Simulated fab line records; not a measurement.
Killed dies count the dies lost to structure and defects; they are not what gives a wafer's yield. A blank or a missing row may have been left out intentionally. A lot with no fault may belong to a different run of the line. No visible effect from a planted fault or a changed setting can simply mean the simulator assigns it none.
A struck lot beside a sound one ; flow gf180mcu ; 44 out of 602 route steps
Sound: these wafers, L494.2, L494.3, L494.5. Struck: wafers L502.1, L502.2, L502.4. At the end, the cause is stated.
For every step that has rows: the tool of each side, followed by ch and its chambers, followed by its first start. Under that, the readings that differ: sound wafers ; struck wafers ; difference of the means ; sigmas: that difference in standard deviations of wafers without a fault.
alike: same words and numbers on both sides, and readings whose means sit less than 2 such deviations apart. not compared: any withheld reading, any reading some wafer has no value for, any bound like >300 that may hide the same value, and any number with overlapping values for which the record gives no deviation.
Wherever a step has rows on one side only, a row that says differs or no value, or a row with sigmas, the two part there. When numbers do not overlap yet have no deviation, they are printed without sigmas and do not part them. Lack of a reading on every wafer of one side parts them only where that side has two or more wafers.

first, 1 step without rows for these wafers: GF_LVPWELL_IMPLANT_09.
GF_LVPWELL_STRIP_10: strips in O2/N2.
  sound on plasma asher-01 ch 0,1, day 4 23:37; struck on plasma asher-01 ch 0,1, day 6 23:06
  alike: drypump motor current A, heater power w, oes product au, strip time to endpoint s
  not compared: rf hours counter h
GF_LVPWELL_TW_MEAS_11:
  sound on film metro-02 at day 4 23:43; struck on film metro-03 at day 6 23:12
reading;sound;struck;difference;sigmas
LVPWELL_TW;558 559 560;570 568 570;+10;+3
then, 7 steps without rows for these wafers: GF_MVSD_DEHYDRATE_00 (time 60 s); GF_MVSD_HMDS_01 (prime time 60 s); GF_MVSD_COAT_02 (resist thk 3000 nm); GF_MVSD_SOFTBAKE_03; GF_MVSD_EXPOSE_04 (exposes mask MVSD, target cd 1000 nm); GF_MVSD_PEB_05; GF_MVSD_DEVELOP_06 (develop time 60 s).
GF_MVSD_OVL_MEAS_07:
  sound on overlay-02 at day 5 13:31; struck on overlay-02 at day 7 14:52
  alike: MVSD_OVL
next, for these wafers, 1 step has no rows: GF_MVSD_IMPLANT_08.
GF_MVSD_IMPLANT_09:
  sound on implanter-03 ch 0, day 5 13:44; struck on implanter-02 ch 0, day 7 15:22
GF_MVSD_STRIP_10: strips in O2/N2.
  sound on plasma asher-04 ch 0,1, day 5 13:51; struck on plasma asher-03 ch 0,1, day 7 15:39
reading;sound;struck;difference;sigmas
drypump motor current A (A);6.2 5.8 6.2;5.3 5.7 5.3;-0.6;-2
  alike: heater power w, oes product au, strip time to endpoint s
  not compared: rf hours counter h
GF_MVSD_TW_MEAS_11:
  sound on film metro-02 at day 5 13:58; struck on film metro-02 at day 7 15:45
reading;sound;struck;difference;sigmas
MVSD_TW;1600 1595 1592;1655 1646 1649;+54;+6
then, 7 steps without rows for these wafers: GF_MVPSD_DEHYDRATE_00 (time 60 s); GF_MVPSD_HMDS_01 (prime time 60 s); GF_MVPSD_COAT_02 (resist thk 3000 nm); GF_MVPSD_SOFTBAKE_03; GF_MVPSD_EXPOSE_04 (exposes mask MVPSD, target cd 1000 nm); GF_MVPSD_PEB_05; GF_MVPSD_DEVELOP_06 (develop time 60 s).
GF_MVPSD_OVL_MEAS_07:
  sound on overlay-01 at day 6 04:10; struck on overlay-01 at day 8 06:52
reading;sound;struck;difference;sigmas
MVPSD_OVL (nm);0.9 -0.2 0.5;-2.8 -2.1 -4.5;-3.5;-3
then, 2 steps without rows for these wafers: GF_MVPSD_IMPLANT_08; GF_MVPSD_IMPLANT_09.
GF_MVPSD_STRIP_10: strips in O2/N2.
  sound on plasma asher-02 ch 0,1, day 6 04:30; struck on plasma asher-02 ch 0,1, day 8 07:12
  alike: drypump motor current A, heater power w, oes product au, strip time to endpoint s
  not compared: rf hours counter h
GF_MVPSD_TW_MEAS_11:
  sound on film metro-01 at day 6 04:37; struck on film metro-02 at day 8 07:18
  alike: MVPSD_TW
then, 7 steps without rows for these wafers: GF_VT_IMPLANT_DEHYDRATE_00 (time 60 s); GF_VT_IMPLANT_HMDS_01 (prime time 60 s); GF_VT_IMPLANT_COAT_02 (resist thk 1000 nm); GF_VT_IMPLANT_SOFTBAKE_03 (time 60 s); GF_VT_IMPLANT_EXPOSE_04 (exposes mask LVPWELL LV AREA, target cd 600 nm); GF_VT_IMPLANT_PEB_05; GF_VT_IMPLANT_DEVELOP_06 (develop time 60 s).
GF_VT_IMPLANT_OVL_MEAS_07:
  sound on overlay-01 at day 6 20:04; struck on overlay-02 at day 8 23:49
  alike: VT_IMPLANT_OVL
next, for these wafers, 1 step has no rows: GF_VT_IMPLANT_IMPLANT_08.
GF_VT_IMPLANT_STRIP_09: strips in O2/N2.
  sound on plasma asher-01 ch 0,1, day 6 20:15; struck on plasma asher-02 ch 0,1, day 9 00:00
reading;sound;struck;difference;sigmas
drypump motor current A (A);5.2 5.6 5.2;5.8 6.6 6.6;+1.0;+2
  alike: heater power w, oes product au, strip time to endpoint s
  not compared: rf hours counter h
GF_VT_IMPLANT_TW_MEAS_10:
  sound on film metro-04 at day 6 20:22; struck on film metro-01 at day 9 00:06
  alike: VT_IMPLANT_TW
then, 4 steps without rows for these wafers: GF_VT_IMPLANT_DEHYDRATE_11 (time 60 s); GF_VT_IMPLANT_HMDS_12 (prime time 60 s); GF_VT_IMPLANT_COAT_13 (resist thk 1000 nm); GF_VT_IMPLANT_SOFTBAKE_14 (time 60 s).
-- the record jumps here: 2 days lie between the struck wafers' starts before and after --
GF_VT_IMPLANT_RS_MEAS_46: uses a four-point probe to measure.
  sound on film metro-01 at day 8 21:35; struck on film metro-01 at day 11 06:04
reading;sound;struck;difference;sigmas
MVSD_RS (ohm/sq);455.1 456.2 454.8;399.3 400.1 400.1;-55.5;-50
-- here the record skips 22 days between the struck wafers' starts before and after, leaving off in module VT_IMPLANT and picking up in module PASSIVATION (first step shown: number 602 of the route) --
GF_PASSIVATION_PROBE_99:
  record: rows for the struck wafers here (prober-02, day 32 20:44), none for the sound ones

== WHERE THEY PART ==
First at GF_LVPWELL_TW_MEAS_11; last, within this record, at GF_PASSIVATION_PROBE_99.

WHY: the cause the simulator had injected
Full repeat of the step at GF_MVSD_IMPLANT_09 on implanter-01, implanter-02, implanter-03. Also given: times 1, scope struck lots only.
